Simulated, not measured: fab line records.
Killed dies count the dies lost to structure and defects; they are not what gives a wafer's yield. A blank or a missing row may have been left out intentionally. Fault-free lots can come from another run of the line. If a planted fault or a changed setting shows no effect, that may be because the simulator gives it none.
fab line records | flow gf180mcu
[record] lots = 14 | wafers = 42 | last-day = 34
route steps=602 shown PSD@256 SAB@273 CONTACT@287
lots that met no fault: taken from a fault-free run of the same line
start-h: start of the lot's first displayed wafer, in hours after the record's first day | wait-h: hours since the lot's step before | " the same as in the row above | L1.1+2: one row covering several wafers at once | - either no value or no given start | * or withheld: withheld | < > ~ a bound
route shown NAME@n: a module of which the file shows steps, and the number in the route of the first | usual: average and standard deviation across the fault-free wafers | same: alike in all rows | chamber/n: place in a boat | sites: each site's reading | _std_site: standard deviation of those values | _edge_site: inner sites' mean taken away from outer sites' mean | radius-mm: for every site, how far away it sits from the centre of the wafer | mask NAME#n: copy n | behind: the last tool/chamber to shape the wafer | hold: why the lot was held/for how many hours/how that ended | device: whichever transistor did not switch (one of n, p or np) | end of line: the same wafers' tests at the end of the route | a step given without rows: its recipe and nothing more | killed: count of dies lost to structure and defects at first sort (not the wafer's yield) | map: dies across one wafer; x = killed, . = not, _ = none there
set.NAME: the setting as run; set.NAME@STEP: as run at that earlier step | model.NAME: the simulator's own value behind a step, which no gauge read
route steps across a sampled set of lots; one table per step, one row per wafer
services: from which hour (start-h, from the record's first day; less than 0 if before it) a tool's chamber was out of use, for how many hours, and why
[[steps]]
[step GF_PSD_OVL_MEAS_08]
[usual] PSD_OVL = -0.3/1.5
lot.wafer | tool       | chamber | start-h | wait-h | PSD_OVL[nm]
L640.2    | overlay-01 | -       | 315.02  | 0.1    | -1.2
L640.4    | "          | -       | "       | "      | 0.1
L640.5    | "          | -       | "       | "      | -2.2
L641.1    | overlay-02 | -       | 324.16  | 0.1    | -0.2
L641.2    | "          | -       | "       | "      | 0.2
L641.6    | "          | -       | "       | "      | -0.6
L644.2    | overlay-02 | -       | 346.04  | 0.1    | 0.8
L644.3    | "          | -       | "       | "      | 0.4
L644.6    | "          | -       | "       | "      | -0.9
L645.3    | overlay-01 | -       | 359.89  | 0.1    | -0.3
L645.5    | "          | -       | "       | "      | 1.9
L645.6    | "          | -       | "       | "      | 1.3
L646.1    | overlay-02 | -       | 368.98  | 0.1    | -0.4
L646.2    | "          | -       | "       | "      | -4.4
L646.3    | "          | -       | "       | "      | -1.8
L647.1    | overlay-02 | -       | 377.63  | 0.1    | 0.0
L647.3    | "          | -       | "       | "      | -0.9
L647.6    | "          | -       | "       | "      | -0.7
L652.3    | overlay-01 | -       | 421.00  | 0.1    | 2.9
L652.4    | "          | -       | "       | "      | 1.0
L652.6    | "          | -       | "       | "      | -0.4
L656.1    | overlay-02 | -       | 460.61  | 0.1    | -0.9
L656.3    | "          | -       | "       | "      | -1.3
L656.6    | "          | -       | "       | "      | 0.4
L657.1    | overlay-02 | -       | 467.06  | 0.1    | -3.1
L657.3    | "          | -       | "       | "      | -2.5
L657.4    | "          | -       | "       | "      | -3.0
L658.1    | overlay-01 | -       | 473.41  | 0.1    | 0.1
L658.4    | "          | -       | "       | "      | 0.7
L658.5    | "          | -       | "       | "      | -1.0
L660.1    | overlay-02 | -       | 490.61  | 0.1    | -1.3
L660.2    | "          | -       | "       | "      | -2.1
L660.4    | "          | -       | "       | "      | -2.7
L661.1    | overlay-02 | -       | 497.99  | 0.1    | -0.5
L661.2    | "          | -       | "       | "      | 1.3
L661.5    | "          | -       | "       | "      | -2.8
L662.2    | overlay-01 | -       | 504.10  | 0.1    | -4.6
L662.4    | "          | -       | "       | "      | -1.9
L662.5    | "          | -       | "       | "      | -2.3
L663.4    | overlay-02 | -       | 508.75  | 0.1    | 1.1
L663.5    | "          | -       | "       | "      | 0.8
L663.6    | "          | -       | "       | "      | 0.4
[step GF_SAB_CD_MEAS_09]
[recipe] target-cd-nm = 420
[usual] cd-nm = 420.1/2.6
lot.wafer | tool      | chamber | start-h | wait-h | cd-nm
L640.2    | cd-sem-02 | -       | 335.73  | 0.2    | 422.0
L640.4    | "         | -       | "       | "      | 421.2
L640.5    | "         | -       | "       | "      | 422.0
L641.1    | cd-sem-02 | -       | 345.40  | 0.1    | 420.4
L641.2    | "         | -       | "       | "      | 418.9
L641.6    | "         | -       | "       | "      | 417.9
L644.2    | cd-sem-02 | -       | 368.83  | 0.1    | 426.6
L644.3    | "         | -       | "       | "      | 424.3
L644.6    | "         | -       | "       | "      | 423.5
L645.3    | cd-sem-01 | -       | 382.23  | 0.1    | 423.2
L645.5    | "         | -       | "       | "      | 422.0
L645.6    | "         | -       | "       | "      | 423.0
L646.1    | cd-sem-02 | -       | 391.99  | 0.1    | 420.2
L646.2    | "         | -       | "       | "      | 419.5
L646.3    | "         | -       | "       | "      | 418.9
L647.1    | cd-sem-01 | -       | 401.49  | 0.1    | 417.6
L647.3    | "         | -       | "       | "      | 415.1
L647.6    | "         | -       | "       | "      | 414.7
L652.3    | cd-sem-01 | -       | 444.88  | 0.1    | 418.9
L652.4    | "         | -       | "       | "      | 420.2
L652.6    | "         | -       | "       | "      | 420.1
L656.1    | cd-sem-02 | -       | 485.21  | 0.1    | 417.5
L656.3    | "         | -       | "       | "      | 419.0
L656.6    | "         | -       | "       | "      | 417.9
L657.1    | cd-sem-02 | -       | 491.91  | 0.1    | 421.3
L657.3    | "         | -       | "       | "      | 419.5
L657.4    | "         | -       | "       | "      | 419.6
L658.1    | cd-sem-01 | -       | 498.21  | 0.1    | 416.4
L658.4    | "         | -       | "       | "      | 420.4
L658.5    | "         | -       | "       | "      | 421.1
L660.1    | cd-sem-02 | -       | 513.94  | 0.1    | 420.6
L660.2    | "         | -       | "       | "      | 420.8
L660.4    | "         | -       | "       | "      | 422.6
L661.1    | cd-sem-01 | -       | 522.35  | 0.1    | 423.2
L661.2    | "         | -       | "       | "      | 424.3
L661.5    | "         | -       | "       | "      | 422.6
L662.2    | cd-sem-02 | -       | 528.32  | 0.1    | 427.0
L662.4    | "         | -       | "       | "      | 425.2
L662.5    | "         | -       | "       | "      | 427.1
L663.4    | cd-sem-02 | -       | 531.71  | 0.1    | 420.4
L663.5    | "         | -       | "       | "      | 422.9
L663.6    | "         | -       | "       | "      | 421.0
[step GF_SAB_ETCH_11]
[recipe] chemistry = C4F8/O2/Ar | mask-material = NOVOLAK | target = SiO2 | target-depth-nm = 55 | source-w = 1500 | bias-w = 1200 | pressure-mtorr = 40 | c4f8-flow-sccm = withheld | O2_flow_sccm = 6 | Ar_flow_sccm = 300 | time-s = 8.5
[usual] bias-w = 1201/3.4 | oes-product-au = 0.999/0.01
lot.wafer | tool        | chamber | start-h | wait-h | bias-w | oes-product-au | rf-hours-counter-h
L640.2    | rie-diel-01 | 2       | 335.86  | 0.0    | 1203   | 1.001          | 1
L640.4    | "           | 1       | "       | "      | 1205   | 0.998          | 109
L640.5    | "           | 3       | "       | "      | 1198   | 1.002          | -
L641.1    | rie-diel-04 | 1       | 345.56  | 0.0    | 1197   | 1.006          | 16
L641.2    | "           | 2       | "       | "      | 1197   | 0.979          | 77
L641.6    | "           | 2       | "       | "      | 1196   | 0.970          | -
L644.2    | rie-diel-03 | 3       | 368.97  | 0.0    | 1202   | 0.993          | 87
L644.3    | "           | 2       | "       | "      | 1200   | 0.998          | 14
L644.6    | "           | 0       | "       | "      | 1202   | 0.991          | -
L645.3    | rie-diel-01 | 3       | 382.35  | 0.0    | 1202   | 0.988          | 103
L645.5    | "           | 3       | "       | "      | 1205   | 0.992          | -
L645.6    | "           | 2       | "       | "      | 1200   | 0.992          | -
L646.1    | rie-diel-04 | 3       | 392.15  | 0.0    | 1210   | 1.016          | 1
L646.2    | "           | 1       | "       | "      | 1198   | 1.006          | 17
L646.3    | "           | 2       | "       | "      | 1203   | 0.980          | 78
L647.1    | rie-diel-03 | 1       | 401.65  | 0.0    | 1195   | 1.013          | 20
L647.3    | "           | 3       | "       | "      | 1207   | 1.003          | 87
L647.6    | "           | 2       | "       | "      | 1198   | 1.003          | -
L652.3    | rie-diel-03 | 3       | 444.99  | 0.0    | 1199   | 1.005          | 88
L652.4    | "           | 1       | "       | "      | 1204   | 1.017          | 21
L652.6    | "           | 0       | "       | "      | 1204   | 0.997          | -
L656.1    | rie-diel-03 | 2       | 485.37  | 0.0    | 1199   | 1.003          | 16
L656.3    | "           | 1       | "       | "      | 1193   | 1.011          | 22
L656.6    | "           | 3       | "       | "      | 1201   | 0.999          | -
L657.1    | rie-diel-03 | 3       | 492.07  | 0.0    | 1200   | 0.992          | 89
L657.3    | "           | 2       | "       | "      | 1202   | 0.991          | 16
L657.4    | "           | 3       | "       | "      | 1200   | 0.991          | -
L658.1    | rie-diel-04 | 2       | 498.37  | 0.0    | 1201   | 0.985          | 81
L658.4    | "           | 0       | "       | "      | 1203   | 0.994          | 63
L658.5    | "           | 2       | "       | "      | 1203   | 0.983          | -
L660.1    | rie-diel-01 | 2       | 514.09  | 0.0    | 1199   | 1.007          | 6
L660.2    | "           | 3       | "       | "      | 1207   | 0.990          | 1
L660.4    | "           | 0       | "       | "      | 1203   | 1.008          | 13
L661.1    | rie-diel-03 | 3       | 522.53  | 0.0    | 1198   | 0.998          | 90
L661.2    | "           | 0       | "       | "      | 1199   | 0.996          | 12
L661.5    | "           | 2       | "       | "      | 1201   | 0.998          | -
L662.2    | rie-diel-01 | 3       | 528.45  | 0.0    | 1200   | 0.991          | 2
L662.4    | "           | 2       | "       | "      | 1203   | 0.993          | 6
L662.5    | "           | 1       | "       | "      | 1197   | 0.992          | -
L663.4    | rie-diel-03 | 2       | 531.82  | 0.0    | 1197   | 0.986          | -
L663.5    | "           | 0       | "       | "      | 1199   | 0.992          | -
L663.6    | "           | 1       | "       | "      | 1201   | 1.019          | -
[step GF_CONTACT_CVD_00]
[recipe] material = SiO2 | target-thk-nm = 300 | sigma-open-frac = 0.3 | temp-c = 400 | time-s = 50 | sih4-flow-sccm = 60 | pressure-mtorr = 6
lot.wafer  | tool      | chamber | start-h | wait-h
L640.2+4+5 | hdpcvd-02 | 0,2,0   | 336.75  | 0.1
L641.1+2+6 | hdpcvd-02 | 1,2,0   | 346.44  | 0.1
L644.2+3+6 | hdpcvd-01 | 2,1,0   | 369.83  | 0.1
L644.2+3+6 | hdpcvd-01 | 2,1,0   | 370.04  | 0.2
L645.3+5+6 | hdpcvd-01 | 1,0,1   | 383.21  | 0.1
L646.1+2+3 | hdpcvd-01 | 2,0,1   | 393.02  | 0.1
L647.1+3+6 | hdpcvd-02 | 0,2,0   | 402.52  | 0.1
L652.3+4+6 | hdpcvd-01 | 0,0,2   | 445.86  | 0.1
L652.3+4+6 | hdpcvd-01 | 0,0,2   | 446.07  | 0.2
L656.1+3+6 | hdpcvd-01 | 1,0,0   | 486.26  | 0.1
L657.1+3+4 | hdpcvd-02 | 0,1,1   | 492.96  | 0.1
L658.1+4+5 | hdpcvd-01 | 0,2,0   | 499.24  | 0.1
L660.1+2+4 | hdpcvd-01 | 0,2,2   | 515.12  | 0.1
L661.1+2+5 | hdpcvd-02 | 1,0,0   | 523.52  | 0.1
L662.2+4+5 | hdpcvd-02 | 2,0,1   | 529.32  | 0.1
L663.4+5+6 | hdpcvd-01 | 1,2,0   | 532.79  | 0.1
[step GF_CONTACT_THK_MEAS_01]
[recipe] reads = SiO2_of_CONTACT_CVD_00
[usual] CONTACT_CVD_00_THK = 300.4/3
lot.wafer | tool          | chamber | start-h | wait-h | CONTACT_CVD_00_THK[nm]
L640.2    | film-metro-03 | -       | 336.80  | 0.0    | 300.1
L640.4    | "             | -       | "       | "      | 302.1
L640.5    | "             | -       | "       | "      | 299.5
L641.1    | film-metro-03 | -       | 346.49  | 0.0    | 301.0
L641.2    | "             | -       | "       | "      | 306.8
L641.6    | "             | -       | "       | "      | 298.5
L644.2    | film-metro-01 | -       | 370.10  | 0.0    | 605.3
L644.3    | "             | -       | "       | "      | 600.3
L644.6    | "             | -       | "       | "      | 594.7
L645.3    | film-metro-01 | -       | 383.27  | 0.0    | 295.5
L645.5    | "             | -       | "       | "      | 295.0
L645.6    | "             | -       | "       | "      | 294.0
L646.1    | film-metro-04 | -       | 393.07  | 0.0    | 303.0
L646.2    | "             | -       | "       | "      | 296.0
L646.3    | "             | -       | "       | "      | 298.6
L647.1    | film-metro-01 | -       | 402.57  | 0.0    | 301.2
L647.3    | "             | -       | "       | "      | 305.6
L647.6    | "             | -       | "       | "      | 304.1
L652.3    | film-metro-04 | -       | 446.13  | 0.0    | 593.2
L652.4    | "             | -       | "       | "      | 599.7
L652.6    | "             | -       | "       | "      | 600.1
L656.1    | film-metro-01 | -       | 486.30  | 0.0    | 299.1
L656.3    | "             | -       | "       | "      | 298.1
L656.6    | "             | -       | "       | "      | 299.8
L657.1    | film-metro-04 | -       | 493.00  | 0.0    | 299.1
L657.3    | "             | -       | "       | "      | 301.7
L657.4    | "             | -       | "       | "      | 300.0
L658.1    | film-metro-04 | -       | 499.29  | 0.0    | 305.7
L658.4    | "             | -       | "       | "      | 306.0
L658.5    | "             | -       | "       | "      | 301.2
L660.1    | film-metro-04 | -       | 515.16  | 0.0    | 296.3
L660.2    | "             | -       | "       | "      | 301.6
L660.4    | "             | -       | "       | "      | 300.7
L661.1    | film-metro-01 | -       | 523.57  | 0.0    | 299.9
L661.2    | "             | -       | "       | "      | 299.4
L661.5    | "             | -       | "       | "      | 301.2
L662.2    | film-metro-01 | -       | 529.38  | 0.0    | 304.4
L662.4    | "             | -       | "       | "      | 300.9
L662.5    | "             | -       | "       | "      | 300.9
L663.4    | film-metro-03 | -       | 532.85  | 0.0    | 294.7
L663.5    | "             | -       | "       | "      | 297.4
L663.6    | "             | -       | "       | "      | 291.6
[step GF_CONTACT_BOW_MEAS_05]
[recipe] mode = bow
[usual] CONTACT_BOW = 65/6.4
lot.wafer | tool          | chamber | start-h | wait-h | CONTACT_BOW[um]
L640.2    | film-metro-01 | -       | 337.34  | 0.1    | 78
L640.4    | "             | -       | "       | "      | 59
L640.5    | "             | -       | "       | "      | 62
L641.1    | film-metro-01 | -       | 346.98  | 0.2    | 66
L641.2    | "             | -       | "       | "      | 66
L641.6    | "             | -       | "       | "      | 68
L644.2    | film-metro-04 | -       | 370.60  | 0.2    | 87
L644.3    | "             | -       | "       | "      | 83
L644.6    | "             | -       | "       | "      | 88
L645.3    | film-metro-03 | -       | 383.78  | 0.1    | 59
L645.5    | "             | -       | "       | "      | 64
L645.6    | "             | -       | "       | "      | 77
L646.1    | film-metro-04 | -       | 393.66  | 0.3    | 62
L646.2    | "             | -       | "       | "      | 71
L646.3    | "             | -       | "       | "      | 54
L647.1    | film-metro-04 | -       | 403.06  | 0.2    | 54
L647.3    | "             | -       | "       | "      | 57
L647.6    | "             | -       | "       | "      | 60
L652.3    | film-metro-01 | -       | 446.71  | 0.3    | 85
L652.4    | "             | -       | "       | "      | 75
L652.6    | "             | -       | "       | "      | 83
L656.1    | film-metro-01 | -       | 486.79  | 0.2    | 68
L656.3    | "             | -       | "       | "      | 62
L656.6    | "             | -       | "       | "      | 77
L657.1    | film-metro-01 | -       | 493.49  | 0.1    | 68
L657.3    | "             | -       | "       | "      | 64
L657.4    | "             | -       | "       | "      | 68
L658.1    | film-metro-04 | -       | 499.78  | 0.1    | 59
L658.4    | "             | -       | "       | "      | 63
L658.5    | "             | -       | "       | "      | 70
L660.1    | film-metro-01 | -       | 515.65  | 0.1    | 58
L660.2    | "             | -       | "       | "      | 51
L660.4    | "             | -       | "       | "      | 54
L661.1    | film-metro-04 | -       | 524.06  | 0.1    | 65
L661.2    | "             | -       | "       | "      | 73
L661.5    | "             | -       | "       | "      | 61
L662.2    | film-metro-01 | -       | 529.88  | 0.1    | 57
L662.4    | "             | -       | "       | "      | 69
L662.5    | "             | -       | "       | "      | 58
L663.4    | film-metro-04 | -       | 533.37  | 0.2    | 64
L663.5    | "             | -       | "       | "      | 77
L663.6    | "             | -       | "       | "      | 58
[step GF_CONTACT_ETCH_17]
[recipe] chemistry = C4F8/O2/Ar | mask-material = KrF | target = SiO2 | stop-on = CoSi2 | source-w = 1500 | bias-w = 1200 | pressure-mtorr = 40 | c4f8-flow-sccm = withheld | O2_flow_sccm = 6 | Ar_flow_sccm = 300 | time-s = withheld | target-depth-a = 8600
[usual] bias-w = 1200/3.5 | oes-product-au = 0.814/0.0049
lot.wafer | tool        | chamber | start-h | wait-h | bias-w | oes-product-au
L640.2    | rie-diel-03 | 1       | -       | -      | 1199   | 0.812
L640.4    | "           | 3       | "       | "      | 1199   | 0.811
L640.5    | "           | 1       | "       | "      | 1205   | 0.813
L641.1    | rie-diel-01 | 2       | -       | -      | 1197   | 0.819
L641.2    | "           | 1       | "       | "      | 1200   | 0.821
L641.6    | "           | 0       | "       | "      | 1202   | 0.814
L644.2    | rie-diel-01 | 2       | -       | -      | 1203   | 0.979
L644.3    | "           | 0       | "       | "      | 1204   | 0.962
L644.6    | "           | 0       | "       | "      | 1204   | 0.962
L645.3    | rie-diel-03 | 0       | -       | -      | 1195   | 0.811
L645.5    | "           | 2       | "       | "      | 1201   | 0.814
L645.6    | "           | 1       | "       | "      | 1203   | 0.809
L646.1    | rie-diel-02 | 0       | -       | -      | 1203   | 0.814
L646.2    | "           | 2       | "       | "      | 1198   | 0.811
L646.3    | "           | 3       | "       | "      | 1198   | 0.808
L647.1    | rie-diel-03 | 2       | -       | -      | 1200   | 0.808
L647.3    | "           | 3       | "       | "      | 1196   | 0.814
L647.6    | "           | 1       | "       | "      | 1197   | 0.812
L652.3    | rie-diel-01 | 2       | -       | -      | 1194   | 0.970
L652.4    | "           | 1       | "       | "      | 1198   | 0.960
L652.6    | "           | 0       | "       | "      | 1198   | 0.965
L656.1    | rie-diel-03 | 0       | -       | -      | 1200   | 0.818
L656.3    | "           | 2       | "       | "      | 1197   | 0.812
L656.6    | "           | 3       | "       | "      | 1197   | 0.815
L657.1    | rie-diel-03 | 1       | -       | -      | 1204   | 0.810
L657.3    | "           | 2       | "       | "      | 1199   | 0.815
L657.4    | "           | 3       | "       | "      | 1198   | 0.817
L658.1    | rie-diel-02 | 2       | -       | -      | 1200   | 0.808
L658.4    | "           | 3       | "       | "      | 1193   | 0.814
L658.5    | "           | 3       | "       | "      | 1189   | 0.818
L660.1    | rie-diel-02 | 1       | -       | -      | 1195   | 0.812
L660.2    | "           | 3       | "       | "      | 1202   | 0.819
L660.4    | "           | 2       | "       | "      | 1201   | 0.807
L661.1    | rie-diel-03 | 1       | -       | -      | 1198   | 0.811
L661.2    | "           | 2       | "       | "      | 1200   | 0.808
L661.5    | "           | 0       | "       | "      | 1190   | 0.814
L662.2    | rie-diel-03 | 0       | -       | -      | 1199   | 0.817
L662.4    | "           | 1       | "       | "      | 1202   | 0.821
L662.5    | "           | 2       | "       | "      | 1206   | 0.814
L663.4    | rie-diel-01 | 1       | -       | -      | 1206   | 0.804
L663.5    | "           | 0       | "       | "      | 1202   | 0.805
L663.6    | "           | 3       | "       | "      | 1195   | 0.818
[[services]]
tool        | chamber | start-h | hours | kind
rie-diel-03 | 3       | 319.56  | 3.9   | repair
rie-diel-02 | 0       | 352.39  | 1.2   | repair
rie-diel-01 | 1       | 366.64  | 1.5   | repair
rie-diel-01 | 0       | 371.61  | 2.8   | repair
hdpcvd-01   | -       | 382.57  | 0.5   | repair
rie-diel-03 | 1       | 395.04  | 4.0   | repair
hdpcvd-02   | 1       | 415.47  | 6.2   | repair
rie-diel-04 | 0       | 420.03  | 2.9   | repair
hdpcvd-02   | 0       | 435.34  | 6.4   | repair
rie-diel-01 | 1       | 441.35  | 3.3   | repair
rie-diel-03 | -       | 446.40  | 5.5   | repair
rie-diel-04 | 2       | 452.03  | 3.8   | repair
rie-diel-02 | -       | 454.68  | 2.8   | pm
rie-diel-03 | 0       | 478.42  | 18.0  | repair
rie-diel-04 | -       | 495.00  | 2.8   | pm
rie-diel-02 | 3       | 507.52  | 5.3   | repair
rie-diel-02 | -       | 526.29  | 0.6   | repair
rie-diel-03 | 3       | 528.81  | -     | clean
rie-diel-03 | 3       | 528.81  | 25.2  | scheduled-down
rie-diel-03 | 3       | 528.81  | 25.2  | vent-cycle
rie-diel-03 | 0       | 536.02  | 3.0   | repair
rie-diel-01 | 3       | 537.78  | 17.8  | repair
hdpcvd-02   | -       | 539.25  | 15.0  | pm
hdpcvd-02   | -       | 546.56  | 0.7   | repair
[[key]]
[first-sign] step = GF_CONTACT_CVD_00 | reading = visit | direction = added
[effect] step = GF_CONTACT_THK_MEAS_01 | reading = CONTACT_CVD_00_THK | direction = up | sigmas = 99+ | usual = 300.4 | struck = 598.9
[effect] step = GF_CONTACT_BOW_MEAS_05 | reading = CONTACT_BOW | direction = up | sigmas = 2.9 | usual = 65 | struck = 83
[effect] step = GF_CONTACT_ETCH_17 | reading = oes-product-au | direction = up | sigmas = 31 | usual = 0.814 | struck = 0.966
met-at GF_CONTACT_CVD_00
struck-lots L644,L652
sort-left-out L644.2,L644.3,L644.6,L652.3,L652.4,L652.6
tester-left-out L644,L652
not-acting-at GF_PSD_OVL_MEAS_08,GF_SAB_CD_MEAS_09,GF_SAB_ETCH_11
[fault] kind = repeated-step-whole | tool = hdpcvd-01,hdpcvd-02 | chamber = - | onset-h = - | steps = GF_CONTACT_CVD_00 | times = 1 | scope = struck-lots-only
// tester-left-out: of these lots the tester's yield and bins aren't shown, on N5 and GAA mostly nor the transistor test; their killed dies are dies lost to structure and defects alone, not to doping, threshold or leakage, so they don't give the yield
// sort-left-out: the simulated sort isn't trusted on such a fault, so these wafers' sort isn't shown, and their yield isn't known
